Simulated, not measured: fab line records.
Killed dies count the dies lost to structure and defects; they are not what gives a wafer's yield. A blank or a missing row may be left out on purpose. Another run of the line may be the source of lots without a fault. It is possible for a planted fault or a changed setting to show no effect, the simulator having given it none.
Which tool is to blame? :: flow gf180mcu :: 13 lots, 39 wafers sampled, at 1 step of a route of 602

WHAT EACH GAUGE READ, for each wafer
GF_V4_CD_MEAS_14 targets a cd of 260 nm. Usual: cd-nm reads 260.0 nm (standard deviation 1.3).
lot: L801
measured: day 24 05:47
on: cd-sem-01
cd-nm (nm): 260.9 262.6 261.8
flag: 

lot: L802
measured: day 24 11:24
on: cd-sem-02
cd-nm (nm): 260.8 259.9 259.0
flag: 

lot: L803
measured: day 25 12:02
on: cd-sem-02
cd-nm (nm): 259.4 260.1 258.7
flag: 

lot: L804
measured: day 25 12:25
on: cd-sem-02
cd-nm (nm): 261.0 261.0 259.5
flag: 

lot: L805
measured: day 25 16:40
on: cd-sem-02
cd-nm (nm): 260.7 260.3 260.2
flag: 

lot: L806
measured: day 26 01:58
on: cd-sem-02
cd-nm (nm): 260.0 260.3 260.2
flag: 

lot: L814
measured: day 28 21:04
on: cd-sem-02
cd-nm (nm): 259.8 259.2 259.9
flag: 

lot: L815
measured: day 29 05:30
on: cd-sem-02
cd-nm (nm): 259.8 258.8 258.9
flag: 

lot: L817
measured: day 29 18:43
on: cd-sem-01
cd-nm (nm): 259.6 257.9 260.0
flag: 

lot: L818
measured: day 30 00:35
on: cd-sem-01
cd-nm (nm): 260.8 261.1 261.0
flag: 

lot: L820
measured: day 30 07:46
on: cd-sem-02
cd-nm (nm): 259.7 259.9 258.8
flag: 

lot: L822
measured: day 30 18:47
on: cd-sem-01
cd-nm (nm): 261.5 261.0 260.4
flag: 

lot: L824
measured: day 31 09:31
on: cd-sem-02
cd-nm (nm): 261.2 260.2 259.8
flag: 

WHAT TOOL EACH LOT RAN ON (gives the tool, then ch and the chambers of the sampled wafers, and finally the start)
Record: no process step prior to these readings.

AS READ BY THE TOOLS THEMSELVES (means over the sampled wafers that have a number; for cases with no such wafer, the mark the record gives instead)
The record holds no such reading with a usual standard deviation.

THE ANSWER, worked out from the rows above alone
Rule: a lot is off if the mean of its wafers that have a number lies more than 3 standard deviations from the usual mean. A lot without any number at a reading at which 4 lots or more have one is off too. The other lots that the step has rows for count as sound. Order of review: gauges by route order, followed by the tools' own readings, for which a lot's mean as printed above is used. The first step at which some lot is off is used, and at that step the reading that is off furthest; a lot without a number counts as furthest.
No lot is off at any reading shown: from this, nothing can be told.

WHAT THE SIMULATOR HAD INSERTED
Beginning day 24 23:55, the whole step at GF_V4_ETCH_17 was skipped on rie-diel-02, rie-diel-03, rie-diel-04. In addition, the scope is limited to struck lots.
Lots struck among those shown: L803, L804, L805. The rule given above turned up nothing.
